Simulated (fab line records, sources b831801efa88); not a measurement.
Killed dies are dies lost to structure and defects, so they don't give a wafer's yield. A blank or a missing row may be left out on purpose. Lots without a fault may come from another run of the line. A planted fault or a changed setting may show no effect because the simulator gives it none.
One fault seen from 2 desks | flow gf180mcu | each desk has only its own numbers; what lay behind them comes last

THE TOOL OWNER'S DESK: cvd_w-02
The tool's own readings at GF_CONTACT_CVD_24 (deposits W, target thk 300 nm, time 90.339 s): means of the sampled wafers that have a number, for each lot that ran on this tool. A lot is out of limits, marked OUT, if its mean lies more than 4 standard deviations from the usual mean; the brackets give that distance.
Columns: A = chamber_pressure_Torr at GF_CONTACT_CVD_24, usual 40.00 Torr; B = heater_power_w at GF_CONTACT_CVD_24, usual 828 W; C = susceptor_temp_C at GF_CONTACT_CVD_24, usual 400.01 C
lot  | first seen here | A     | B   | C
L599 | day 16 02:14    | 39.95 | 846 | 400.22
L600 | day 16 09:56    | 39.97 | 853 | 400.16
L608 | day 19 08:41    | 39.90 | 790 | 400.11
L609 | day 19 21:57    | 40.11 | 778 | 399.94
L610 | day 20 04:06    | 39.97 | 769 | 400.10
L611 | day 20 16:02    | 39.98 | 785 | 399.67
L618 | day 23 02:36    | 39.99 | 808 | 400.02
L620 | day 23 13:10    | 39.98 | 814 | 400.00
L621 | day 23 21:55    | 39.98 | 788 | 399.87
L622 | day 24 01:23    | 40.03 | 810 | 400.05
This desk's finding: nothing out of limits on any of the 10 lots.

THE METROLOGY DESK
What the gauges read, lot by lot, whatever tool the lot ran on: means of the sampled wafers that have a number. A lot is out of limits, marked OUT, if its mean lies more than 4 standard deviations from the usual mean; the brackets give that distance.
Columns: A = SAB_OVL at GF_SAB_OVL_MEAS_10, usual 1.1 nm; B = CONTACT_W_RS at GF_CONTACT_RS_MEAS_25, usual 0.381 ohm/sq; C = CONTACT_W_THK at GF_CONTACT_THK_MEAS_26, usual 319 nm; D = V2_OVL at GF_V2_OVL_MEAS_15, usual 3 nm
lot  | first seen here | A    | B               | C             | D
L599 | day 15 01:40    | 1.1  | 0.377           | 327           | 2
L600 | day 15 09:20    | 1.7  | 0.383           | 316           | -1
L604 | day 16 23:24    | 3.8  | 0.381           | 322           | -4
L608 | day 18 05:59    | -1.1 | 0.381           | 316           | 4
L609 | day 18 19:14    | 1.2  | 0.332 (-13) OUT | 385 (+15) OUT | 4
L610 | day 19 01:19    | 1.9  | 0.314 (-18) OUT | 413 (+21) OUT | 3
L611 | day 19 12:45    | 2.6  | 0.310 (-19) OUT | 426 (+24) OUT | 0
L618 | day 22 01:44    | 2.6  | 0.376           | 319           | 4
L619 | day 22 10:58    | -0.3 | 0.381           | 321           | 3
L620 | day 22 12:17    | 1.1  | 0.379           | 321           | 1
L621 | day 22 21:02    | 1.8  | 0.386           | 311           | -0
L622 | day 23 00:56    | 2.9  | 0.383           | 315           | -3
This desk's finding: out of limits on L609, L610, L611; first on L609, day 19 22:03 (CONTACT_W_RS at GF_CONTACT_RS_MEAS_25). In limits: L599, L600, L604, L608, L618, L619, L620, L621, L622.

PUT TOGETHER
The metrology desk could have raised an alarm at day 19 22:03, on L609, L610, L611.
The tool owner's desk saw nothing out of limits.
The tool owner's desk has L609, L610, L611 on record, within its limits.
Of the lots named, all ran GF_CONTACT_CVD_24 on cvd_w-02.

WHAT THE SIMULATOR HAD PUT IN
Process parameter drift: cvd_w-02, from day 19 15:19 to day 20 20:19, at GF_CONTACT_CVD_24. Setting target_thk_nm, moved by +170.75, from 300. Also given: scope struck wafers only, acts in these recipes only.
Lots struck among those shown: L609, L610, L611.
Hours from the fault's start to each desk's first reading out of limits: the metrology desk, 7.
